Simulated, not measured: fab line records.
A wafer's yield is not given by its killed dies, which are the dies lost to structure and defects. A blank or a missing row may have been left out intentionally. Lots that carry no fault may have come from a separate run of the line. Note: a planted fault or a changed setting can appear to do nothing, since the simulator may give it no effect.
The tool behind it: which one? | flow sky130 | 18 wafers from 6 lots sampled at 3 of the route's 708 steps

## WHAT THE GAUGES SHOWED, per wafer
SKY_LI_CONTACT_OVL_MEAS_13.
lot  | measured     | on         | LI_CONTACT_OVL (nm)
L457 | day 29 23:02 | overlay-01 | 17 12 9
L462 | day 32 02:49 | overlay-01 | -4 0 0
L466 | day 33 02:47 | overlay-01 | 7 10 2
L469 | day 34 05:10 | overlay-01 | 7 -1 7
L474 | day 35 16:47 | overlay-02 | 4 2 0
L476 | day 36 03:08 | overlay-01 | 3 7 8

## WHAT TOOL EACH LOT RAN ON (gives the tool, then ch and the chambers of the sampled wafers, and finally the start)
lot  | SKY_FIELD_ISO_ETCH_14            | SKY_LDD_P_STRIP_10
L457 | rieDiel-03 ch 2,3, day 2 17:18   | plasmaAsher-04 ch 0,1, day 19 19:21
L462 | rieDiel-03 ch 0,2, day 3 17:03   | plasmaAsher-02 ch 0,1, day 22 01:04
L466 | rieDiel-01 ch 1,2,3, day 4 14:46 | plasmaAsher-04 ch 0,1, day 23 06:09
L469 | rieDiel-04 ch 1,3, day 5 04:10   | plasmaAsher-03 ch 0,1, day 24 10:42
L474 | rieDiel-03 ch 1,2,3, day 6 09:14 | plasmaAsher-02 ch 0,1, day 26 04:18
L476 | rieDiel-04 ch 0,1,3, day 6 19:07 | plasmaAsher-02 ch 0,1, day 26 16:46
- SKY_FIELD_ISO_ETCH_14: etches BARC in N2/H2, stops on SiO2, time 44.48 s, target depth 60 nm.
- SKY_LDD_P_STRIP_10: strips in O2/N2.

## THE ANSWER, worked out from the rows above alone
Rule: usual is defined by the lots themselves. Put in order of their means at a reading, lots are off if they are a third of the lots or fewer, leave a main group of 4 or more, and stand apart from it by a gap of 3 or more times the standard deviation of the main group's means; of several such gaps the widest counts. Not used: any main group whose means are identical at the precision the tables above print for the reading. A lot without any number at a reading at which 4 lots or more have one is off too. All remaining lots with rows at the step are treated as sound.
No lot is off at any reading shown: from this, nothing can be told.

## WHAT THE SIMULATOR PUT IN
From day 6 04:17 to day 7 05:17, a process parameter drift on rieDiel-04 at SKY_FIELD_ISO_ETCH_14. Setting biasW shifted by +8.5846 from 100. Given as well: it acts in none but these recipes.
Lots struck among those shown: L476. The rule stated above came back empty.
